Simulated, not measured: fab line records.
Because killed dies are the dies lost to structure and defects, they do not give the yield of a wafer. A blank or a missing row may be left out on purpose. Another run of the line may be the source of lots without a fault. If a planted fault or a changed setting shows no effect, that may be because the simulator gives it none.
Chamber matching || flow sky130 || rie_diel-01 running SKY_CONTACT_ETCH_16: 4 sister chambers
The step etches BARC in N2/H2, stops on SiO2, time 45.9 s, target depth 60 nm. 18 wafers are shown with their chamber, then 9 later ones without.

## EACH WAFER AND ITS CHAMBER
{"wafer": "L074.1", "chamber": 0, "drypump_motor_current_A (A)": 5.8, "oes_product_au (a.u.)": 0.851, "throttle_valve_pct (%)": 13.230}
{"wafer": "L074.3", "chamber": 1, "drypump_motor_current_A (A)": 6.4, "oes_product_au (a.u.)": 0.849, "throttle_valve_pct (%)": 13.226}
{"wafer": "L074.5", "chamber": 1, "drypump_motor_current_A (A)": 6.4, "oes_product_au (a.u.)": 0.858, "throttle_valve_pct (%)": 13.218}
{"wafer": "L078.4", "chamber": 3, "drypump_motor_current_A (A)": 6.4, "oes_product_au (a.u.)": 0.852, "throttle_valve_pct (%)": 13.238}
{"wafer": "L078.5", "chamber": 3, "drypump_motor_current_A (A)": 6.4, "oes_product_au (a.u.)": 0.847, "throttle_valve_pct (%)": 13.233}
{"wafer": "L078.6", "chamber": 2, "drypump_motor_current_A (A)": 5.2, "oes_product_au (a.u.)": 0.856, "throttle_valve_pct (%)": 13.214}
{"wafer": "L077.1", "chamber": 2, "drypump_motor_current_A (A)": 5.2, "oes_product_au (a.u.)": 0.863, "throttle_valve_pct (%)": 13.225}
{"wafer": "L077.2", "chamber": 1, "drypump_motor_current_A (A)": 6.4, "oes_product_au (a.u.)": 0.869, "throttle_valve_pct (%)": 13.228}
{"wafer": "L077.5", "chamber": 2, "drypump_motor_current_A (A)": 5.2, "oes_product_au (a.u.)": 0.858, "throttle_valve_pct (%)": 13.227}
{"wafer": "L080.1", "chamber": 1, "drypump_motor_current_A (A)": 6.4, "oes_product_au (a.u.)": 0.854, "throttle_valve_pct (%)": 13.226}
{"wafer": "L080.2", "chamber": 0, "drypump_motor_current_A (A)": 5.7, "oes_product_au (a.u.)": 0.847, "throttle_valve_pct (%)": 13.237}
{"wafer": "L080.3", "chamber": 3, "drypump_motor_current_A (A)": 6.4, "oes_product_au (a.u.)": 0.857, "throttle_valve_pct (%)": 13.224}
{"wafer": "L081.2", "chamber": 0, "drypump_motor_current_A (A)": 5.7, "oes_product_au (a.u.)": 0.850, "throttle_valve_pct (%)": 13.234}
{"wafer": "L081.4", "chamber": 3, "drypump_motor_current_A (A)": 6.3, "oes_product_au (a.u.)": 0.853, "throttle_valve_pct (%)": 13.213}
{"wafer": "L081.6", "chamber": 1, "drypump_motor_current_A (A)": 6.5, "oes_product_au (a.u.)": 0.857, "throttle_valve_pct (%)": 13.229}
{"wafer": "L082.2", "chamber": 3, "drypump_motor_current_A (A)": 6.3, "oes_product_au (a.u.)": 0.862, "throttle_valve_pct (%)": 13.230}
{"wafer": "L082.3", "chamber": 0, "drypump_motor_current_A (A)": 5.8, "oes_product_au (a.u.)": 0.846, "throttle_valve_pct (%)": 13.232}
{"wafer": "L082.4", "chamber": 1, "drypump_motor_current_A (A)": 6.4, "oes_product_au (a.u.)": 0.850, "throttle_valve_pct (%)": 13.214}

SIGNATURES, as means of the wafers listed above
{"reading": "drypump_motor_current_A", "chamber 0": 5.750, "chamber 1": 6.417, "chamber 2": 5.200, "chamber 3": 6.360, "scatter within a chamber": 0.0465}
{"reading": "oes_product_au", "chamber 0": 0.84850, "chamber 1": 0.85617, "chamber 2": 0.85900, "chamber 3": 0.85420, "scatter within a chamber": 0.00556}
{"reading": "throttle_valve_pct", "chamber 0": 13.23325, "chamber 1": 13.22350, "chamber 2": 13.22200, "chamber 3": 13.22760, "scatter within a chamber": 0.00696}
Rule: a wafer lies at a distance from a chamber equal to the root of the sum of squares, over the readings, of (its reading less the chamber's mean, divided by the reading's scatter). If the next closest chamber is less than 2 further off than the closest, the wafer can't be placed; otherwise it belongs to the closest. How the scatter is found: for the shown wafers, subtract from each reading the mean of its chamber, square and add these, divide the total by (wafers less chambers), then take the root.

## WAFERS WHOSE CHAMBER IS MISSING
{"wafer": "L086.1", "drypump_motor_current_A (A)": 5.2, "oes_product_au (a.u.)": 0.853, "throttle_valve_pct (%)": 13.231}
{"wafer": "L086.2", "drypump_motor_current_A (A)": 5.8, "oes_product_au (a.u.)": 0.854, "throttle_valve_pct (%)": 13.201}
{"wafer": "L086.5", "drypump_motor_current_A (A)": 5.8, "oes_product_au (a.u.)": 0.854, "throttle_valve_pct (%)": 13.219}
{"wafer": "L091.2", "drypump_motor_current_A (A)": 6.4, "oes_product_au (a.u.)": 0.854, "throttle_valve_pct (%)": 13.225}
{"wafer": "L091.3", "drypump_motor_current_A (A)": 6.4, "oes_product_au (a.u.)": 0.855, "throttle_valve_pct (%)": 13.209}
{"wafer": "L091.6", "drypump_motor_current_A (A)": 5.8, "oes_product_au (a.u.)": 0.859, "throttle_valve_pct (%)": 13.214}
{"wafer": "L097.1", "drypump_motor_current_A (A)": 5.2, "oes_product_au (a.u.)": 0.859, "throttle_valve_pct (%)": 13.217}
{"wafer": "L097.2", "drypump_motor_current_A (A)": 6.4, "oes_product_au (a.u.)": 0.857, "throttle_valve_pct (%)": 13.239}
{"wafer": "L097.3", "drypump_motor_current_A (A)": 6.4, "oes_product_au (a.u.)": 0.847, "throttle_valve_pct (%)": 13.222}

## THE CHAMBER EACH PASSED THROUGH
{"wafer": "L086.1", "from the rows above": 2, "in truth": 2}
{"wafer": "L086.2", "from the rows above": 0, "in truth": 0}
{"wafer": "L086.5", "from the rows above": 0, "in truth": 0}
{"wafer": "L091.2", "from the rows above": "can't be placed: 1 or 3", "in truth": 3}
{"wafer": "L091.3", "from the rows above": "can't be placed: 1 or 3", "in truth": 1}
{"wafer": "L091.6", "from the rows above": 0, "in truth": 0}
{"wafer": "L097.1", "from the rows above": 2, "in truth": 2}
{"wafer": "L097.2", "from the rows above": "can't be placed: 3 or 1", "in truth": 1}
{"wafer": "L097.3", "from the rows above": "can't be placed: 1 or 3", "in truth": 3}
5 of 9 placed correctly. Can't be placed from these rows: 4 (the true chamber is among the candidates in 4). Wrongly placed: 0.
